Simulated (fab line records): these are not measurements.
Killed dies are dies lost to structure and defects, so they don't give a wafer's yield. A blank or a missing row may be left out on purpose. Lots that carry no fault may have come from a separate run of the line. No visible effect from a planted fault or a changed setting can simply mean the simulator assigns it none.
fab line records	flow sky130
record: lots: 13	wafers: 39	last-day: 50
route steps=708 shown POLY_GATE@231 METAL4@633 VIA4@641 PAD_OPEN@708
lots with no fault: from the same line, run without faults
start-h: the number of hours between the record's first day and the start of the first shown wafer of the lot	wait-h: time in hours since the lot's previous step	" the same as in the row above	L1.1+2: a row that stands for several wafers	- no value present, or no start provided	* or withheld: withheld	< > ~ a bound
route shown NAME@n: NAME is a module with steps in the file, n the number in the route of the first one	usual: the fault-free wafers' mean and standard deviation	same: alike in all rows	chamber/n: place in a boat	sites: the reading at each site	_std_site: standard deviation of those values	_edge_site: the outer-site mean with the inner-site mean subtracted	radius-mm: for every site, how far away it sits from the centre of the wafer	mask NAME#n: copy n	behind: the most recent tool/chamber to have shaped the wafer	hold: reason for holding the lot/hours on hold/outcome of the hold	device: whichever transistor did not switch (one of n, p or np)	end of line: the tests these same wafers got at the end of their route	a step given without rows: its recipe and nothing more	killed: count of dies lost to structure and defects at first sort (not the wafer's yield)	map: a wafer's dies, marking killed ones x, the rest . and places with no die _
set.NAME: the run value of the setting; set.NAME@STEP: its run value at that earlier step	model.NAME: the simulator's own value behind a step, which no gauge read
the route's steps for a sample of lots (tables are steps, rows are wafers)
services: when a tool's chamber went out of use (start-h, in hours from the record's first day, below 0 if earlier), for how many hours, and the reason
== steps ==
step: SKY_POLY_GATE_ETCH_17
recipe: target-depth-nm: 180	stop-on: SiO2	over-etch-frac: 0.56667	chemistry: HBr/Cl2	target: poly-Si	icp-w: 400	bias-w: 100	pressure-mtorr: 10	HBr_flow_sccm: 150	Cl2_flow_sccm: 50	time-s: 70.5
usual: drypump-motor-current-A: 5.6/0.46	oes-product-au: 0.984/0.0069	throttle-valve-pct: 33.684/0.0093
same: over-etch-frac: 0.56667
lot.wafer	tool	chamber	start-h	wait-h	drypump-motor-current-A	oes-product-au	rf-hours-counter-h	throttle-valve-pct
L712.2	rie-si-01	0	370.06	0.0	5.4	0.988	4	33.679
L712.3	"	3	"	"	5.2	0.991	6	33.685
L712.6	"	2	"	"	5.7	0.986	-	33.664
L716.2	rie-si-01	1	410.71	0.0	6.3	0.984	1	33.684
L716.3	"	2	"	"	5.7	0.984	3	33.685
L716.6	"	2	"	"	5.7	0.971	-	33.683
L717.2	rie-si-01	3	426.71	0.0	5.2	0.979	6	33.697
L717.5	"	2	"	"	5.7	0.989	-	33.691
L717.6	"	1	"	"	6.4	0.991	-	33.681
L718.2	rie-si-01	3	433.23	0.0	5.2	0.981	6	33.684
L718.3	"	2	"	"	5.7	0.987	3	33.674
L718.6	"	1	"	"	6.4	0.983	-	33.696
L726.1	rie-si-02	0	512.36	0.0	4.9	0.994	1	33.690
L726.3	"	2	"	"	6.1	0.982	5	33.702
L726.5	"	0	"	"	4.9	0.986	-	33.718
L727.3	rie-si-01	2	522.38	0.0	5.7	0.987	4	33.681
L727.5	"	3	"	"	5.2	0.967	-	33.670
L727.6	"	2	"	"	5.7	0.986	-	33.678
L728.2	rie-si-02	3	534.21	0.0	5.9	0.985	0	33.684
L728.3	"	1	"	"	5.6	0.973	1	33.681
L728.5	"	1	"	"	5.6	0.985	-	33.686
L729.2	rie-si-01	0	539.66	0.0	5.4	0.985	5	33.677
L729.3	"	2	"	"	5.7	0.990	4	33.707
L729.6	"	3	"	"	5.2	0.967	-	33.688
L730.2	rie-si-02	3	547.11	0.0	5.9	0.993	0	33.687
L730.5	"	1	"	"	5.6	0.989	-	33.682
L730.6	"	0	"	"	4.9	0.997	-	33.691
L731.1	rie-si-01	3	548.36	0.0	5.2	0.971	7	33.683
L731.4	"	0	"	"	5.3	0.992	5	33.684
L731.5	"	1	"	"	6.4	0.988	-	33.675
L732.2	rie-si-02	3	557.68	0.0	5.9	0.981	0	33.686
L732.4	"	2	"	"	6.1	0.987	5	33.688
L732.5	"	1	"	"	5.6	0.981	-	33.685
L734.1	rie-si-01	0	562.91	0.0	5.4	0.970	5	33.682
L734.3	"	3	"	"	5.2	0.975	7	33.672
L734.6	"	1	"	"	6.4	0.991	-	33.670
L733.1	rie-si-02	3	570.08	0.0	5.9	0.978	0	33.675
L733.5	"	2	"	"	6.1	0.982	-	33.702
L733.6	"	1	"	"	5.6	0.980	-	33.675
step: SKY_METAL4_ETCH_17
recipe: target: SiO2	stop-on: TiN	chemistry: C4F8/O2/Ar	source-w: 1500	bias-w: 1200	pressure-mtorr: 40	c4f8-flow-sccm: withheld	O2_flow_sccm: 6	Ar_flow_sccm: 300	time-s: 3.9	target-depth-a: 150
usual: oes-product-au: 0.754/0.0087
lot.wafer	tool	chamber	start-h	wait-h	oes-product-au
L712.2	rie-diel-01	2	981.01	0.1	0.763
L712.3	"	0	"	"	0.747
L712.6	"	2	"	"	0.756
L716.2	rie-diel-04	1	1012.71	0.1	0.763
L716.3	"	3	"	"	0.756
L716.6	"	1	"	"	0.755
L717.2	rie-diel-02	0	1022.76	0.1	0.755
L717.5	"	2	"	"	0.765
L717.6	"	3	"	"	0.771
L718.2	rie-diel-01	1	1025.56	0.1	0.759
L718.3	"	0	"	"	0.755
L718.6	"	1	"	"	0.746
L726.1	rie-diel-02	3	1083.09	0.1	0.752
L726.3	"	1	"	"	0.752
L726.5	"	0	"	"	0.759
L727.3	rie-diel-02	2	1091.21	0.0	0.755
L727.5	"	1	"	"	0.757
L727.6	"	2	"	"	0.761
L728.2	rie-diel-01	1	1102.26	0.1	0.763
L728.3	"	3	"	"	0.741
L728.5	"	1	"	"	0.761
L729.2	rie-diel-01	3	1103.44	0.1	0.748
L729.3	"	0	"	"	0.741
L729.6	"	3	"	"	0.757
L730.2	rie-diel-01	0	1108.16	0.1	0.750
L730.5	"	3	"	"	0.767
L730.6	"	2	"	"	0.754
L731.1	rie-diel-02	1	1109.01	0.1	0.756
L731.4	"	2	"	"	0.758
L731.5	"	1	"	"	0.765
L732.2	rie-diel-02	2	1115.66	0.1	0.747
L732.4	"	1	"	"	0.773
L732.5	"	0	"	"	0.754
L734.1	rie-diel-02	2	1120.92	0.2	0.744
L734.3	"	3	"	"	0.741
L734.6	"	2	"	"	0.759
L733.1	rie-diel-04	2	1122.34	0.2	0.746
L733.5	"	0	"	"	0.754
L733.6	"	3	"	"	0.751
step: SKY_VIA4_CMP_02
recipe: material: SiO2	down-force-psi: 4	platen-rpm: 60	pad-velocity-m-s: 0.94248
usual: motor-current-A: 11.9/1.1
lot.wafer	tool	chamber	start-h	wait-h	motor-current-A
L712.3	cmp-01	3	982.13	0.1	13.8
L712.2	"	0	"	"	12.5
L712.6	"	2	"	"	12.2
L716.2	cmp-01	0	1013.74	0.0	11.7
L716.3	"	1	"	"	10.9
L716.6	"	0	"	"	11.5
L717.2	cmp-02	3	1023.89	0.1	11.0
L717.5	"	1	"	"	12.3
L717.6	"	2	"	"	11.0
L718.2	cmp-02	1	1026.70	0.1	12.3
L718.3	"	2	"	"	11.5
L718.6	"	3	"	"	11.0
L726.1	cmp-02	1	1084.17	0.1	12.7
L726.3	"	2	"	"	11.1
L726.5	"	2	"	"	11.3
L727.3	cmp-01	1	1092.34	0.1	10.1
L727.5	"	3	"	"	14.6
L727.6	"	0	"	"	11.4
L728.2	cmp-01	3	1103.77	0.0	14.2
L728.3	"	2	"	"	12.4
L728.5	"	3	"	"	14.7
L729.3	cmp-02	2	1104.46	0.0	11.1
L729.2	"	1	"	"	11.9
L729.6	"	2	"	"	11.1
L730.2	cmp-01	0	1109.29	0.1	11.6
L730.6	"	2	"	"	13.0
L730.5	"	3	"	"	14.2
L731.1	cmp-01	0	1110.16	0.1	11.1
L731.4	"	2	"	"	12.4
L731.5	"	3	"	"	14.4
L732.2	cmp-01	2	1116.97	0.1	11.3
L732.4	"	3	"	"	13.2
L732.5	"	1	"	"	10.1
L734.1	cmp-01	2	1122.07	0.1	11.7
L734.3	"	3	"	"	13.8
L734.6	"	0	"	"	12.0
L733.1	cmp-01	3	1123.52	0.2	14.4
L733.5	"	0	"	"	11.9
L733.6	"	1	"	"	10.9
step: SKY_VIA4_BOW_MEAS_03
recipe: mode: bow
usual: VIA4_BOW: 78/8.1
lot.wafer	tool	chamber	start-h	wait-h	VIA4_BOW[um]
L712.2	film-metro-04	-	982.35	0.1	71
L712.3	"	-	"	"	77
L712.6	"	-	"	"	77
L716.2	film-metro-01	-	1014.06	0.3	76
L716.3	"	-	"	"	74
L716.6	"	-	"	"	77
L717.2	film-metro-04	-	1024.11	0.2	79
L717.5	"	-	"	"	76
L717.6	"	-	"	"	81
L718.2	film-metro-04	-	1026.92	0.2	85
L718.3	"	-	"	"	86
L718.6	"	-	"	"	80
L726.1	film-metro-04	-	1084.47	0.2	70
L726.3	"	-	"	"	78
L726.5	"	-	"	"	85
L727.3	film-metro-04	-	1092.58	0.2	84
L727.5	"	-	"	"	76
L727.6	"	-	"	"	75
L728.2	film-metro-04	-	1104.09	0.3	83
L728.3	"	-	"	"	88
L728.5	"	-	"	"	76
L729.2	film-metro-01	-	1104.78	0.1	80
L729.3	"	-	"	"	78
L729.6	"	-	"	"	89
L730.2	film-metro-04	-	1109.51	0.2	83
L730.5	"	-	"	"	76
L730.6	"	-	"	"	85
L731.1	film-metro-03	-	1110.41	0.2	70
L731.4	"	-	"	"	83
L731.5	"	-	"	"	71
L732.2	film-metro-01	-	1117.19	0.2	73
L732.4	"	-	"	"	75
L732.5	"	-	"	"	63
L734.1	film-metro-01	-	1122.27	0.1	67
L734.3	"	-	"	"	75
L734.6	"	-	"	"	80
L733.1	film-metro-01	-	1123.67	0.1	78
L733.5	"	-	"	"	73
L733.6	"	-	"	"	69
step: SKY_PAD_OPEN_PROBE_99
usual: killed_at_M0_to_M3: 44/7.3	killed_at_M4_up: 3.1/1.6	killed-at-contacts: 24/5.4	killed-at-front-end: 15/4	killed-at-other: 0.2/0.49	killed-dies: 86/10	killed-open: 48/7.3	killed-short: 38/6.3
same: gross-dies: 492	killed-at-back-side: 0
lot.wafer	tool	chamber	start-h	wait-h	killed_at_M0_to_M3	killed_at_M4_up	killed-at-contacts	killed-at-front-end	killed-at-other	killed-dies	killed-open	killed-short
L717.2	prober-02	-	1113.47	0.1	31	1	9	67	1	109	31	22
L717.5	prober-02	-	1113.62	0.2	42	2	25	37	0	106	52	28
L717.6	prober-02	-	1113.67	0.2	43	5	32	41	0	121	57	41
L718.2	prober-01	-	1116.20	0.1	40	2	24	73	0	139	48	36
L718.3	prober-01	-	1116.25	0.2	31	3	17	45	1	97	36	36
L718.6	prober-01	-	1116.40	0.2	50	2	11	45	0	108	46	35
L727.3	prober-02	-	1172.64	0.2	51	2	27	14	0	94	49	45
L727.5	prober-02	-	1172.74	0.2	43	3	24	15	0	85	44	41
L727.6	prober-02	-	1172.79	0.2	46	2	25	12	0	85	46	39
killed by level:class
L717.2 POLY_GATE:unspecified=56 VIA1:geometric-particle:open=10 FIELD_ISO:geometric-particle:open=6 LI_CONTACT:geometric-particle:open=4 LI_CONTACT:geometric-particle:short=3 VIA3:geometric-particle:open=3 METAL3:geometric-particle:short=3 METAL2:geometric-particle:short=3
L717.5 POLY_GATE:unspecified=26 VIA1:geometric-particle:open=12 VIA3:geometric-particle:open=8 CONTACT:geometric-particle:open=7 VIA2:geometric-particle:open=7 LI_CONTACT:geometric-particle:open=6 CONTACT:geometric-particle:short=4 METAL3:geometric-particle:short=4
L717.6 POLY_GATE:unspecified=23 LI_CONTACT:geometric-particle:open=12 VIA1:geometric-particle:open=12 VIA2:geometric-particle:open=12 CONTACT:geometric-particle:open=7 CONTACT:geometric-particle:short=7 FIELD_ISO:geometric-particle:short=6 POLY_GATE:geometric-particle:open=6
L718.2 POLY_GATE:unspecified=55 POLY_GATE:geometric-particle:open=10 VIA1:geometric-particle:open=10 LI_CONTACT:geometric-particle:open=7 VIA2:geometric-particle:open=7 METAL1:geometric-particle:short=6 LI_CONTACT:geometric-particle:short=5 CONTACT:geometric-particle:open=5
L718.3 POLY_GATE:unspecified=25 POLY_GATE:geometric-particle:short=7 CONTACT:geometric-particle:open=7 LI_CONTACT:geometric-particle:open=6 FIELD_ISO:geometric-particle:open=5 METAL1:geometric-particle:short=5 VIA2:geometric-particle:open=5 METAL2:geometric-particle:short=4
L718.6 POLY_GATE:unspecified=27 VIA1:geometric-particle:open=13 METAL1:geometric-particle:short=8 VIA2:geometric-particle:open=6 VIA3:geometric-particle:open=6 FIELD_ISO:geometric-particle:short=5 LI_CONTACT:geometric-particle:open=5 METAL3:geometric-particle:short=5
L727.3 VIA1:geometric-particle:open=15 CONTACT:geometric-particle:open=11 METAL1:geometric-particle:short=9 METAL3:geometric-particle:short=8 FIELD_ISO:geometric-particle:short=6 LOCAL_INTERCONNECT:geometric-particle:short=6 VIA3:geometric-particle:open=6 FIELD_ISO:geometric-particle:open=5
L727.5 VIA1:geometric-particle:open=13 LOCAL_INTERCONNECT:geometric-particle:short=9 LI_CONTACT:geometric-particle:open=6 METAL1:geometric-particle:short=5 METAL2:geometric-particle:short=5 VIA3:geometric-particle:open=5 FIELD_ISO:geometric-particle:short=4 POLY_GATE:geometric-particle:open=4
L727.6 LI_CONTACT:geometric-particle:open=11 VIA1:geometric-particle:open=9 METAL1:geometric-particle:short=6 CONTACT:geometric-particle:open=5 VIA2:geometric-particle:open=5 VIA3:geometric-particle:open=5 LOCAL_INTERCONNECT:geometric-particle:short=4 VIA1:geometric-particle:short=4
== services ==
tool	chamber	start-h	hours	kind
cmp-01	-	361.53	6.3	pm
rie-diel-02	1	403.26	8.6	repair
rie-diel-02	-	426.09	0.4	repair
cmp-01	-	458.37	5.5	pm
rie-diel-02	-	462.98	0.2	repair
rie-si-01	-	468.04	2.7	repair
rie-si-01	0	552.16	2.0	repair
cmp-01	-	572.00	4.0	pm
rie-si-01	-	661.54	14.6	pm
cmp-01	-	680.24	2.4	repair
rie-si-01	2	683.02	4.2	repair
rie-si-01	3	689.51	1.0	repair
cmp-01	-	691.06	0.4	repair
rie-si-01	1	774.60	1.0	repair
cmp-01	-	818.35	1.9	repair
cmp-01	-	827.37	4.3	pm
cmp-01	-	835.05	2.0	repair
cmp-01	-	866.99	0.9	repair
cmp-01	-	912.00	4.0	pm
rie-si-01	-	947.50	2.8	pm
cmp-01	-	964.35	4.0	repair
cmp-01	-	1012.92	0.3	repair
cmp-01	-	1017.57	5.0	pm
cmp-01	-	1033.11	0.6	repair
== key ==
first-sign: step: SKY_PAD_OPEN_PROBE_99	reading: killed-at-front-end	direction: up	sigmas: 9.1	usual: 15	struck: 51
effect: step: SKY_PAD_OPEN_PROBE_99	reading: killed-dies	direction: up	sigmas: 2.7	usual: 86	struck: 113	wafers-moved: 5
met-at SKY_POLY_GATE_ETCH_17
struck-lots L717,L718
tester-left-out L717,L718
not-acting-at SKY_METAL4_ETCH_17,SKY_VIA4_CMP_02,SKY_VIA4_BOW_MEAS_03
onset-between 410.71 426.71
fault: kind: chamber-particle-source	tool: rie-si-01	chamber: -	onset-h: 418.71	steps: SKY_POLY_GATE_ETCH_17	rate-per-visit-cm2: 0.74204	end-h: 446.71
tester-left-out: of these lots the tester's yield and bins aren't shown, on N5 and GAA mostly nor the transistor test; their killed dies are dies lost to structure and defects alone, not to doping, threshold or leakage, so they don't give the yield
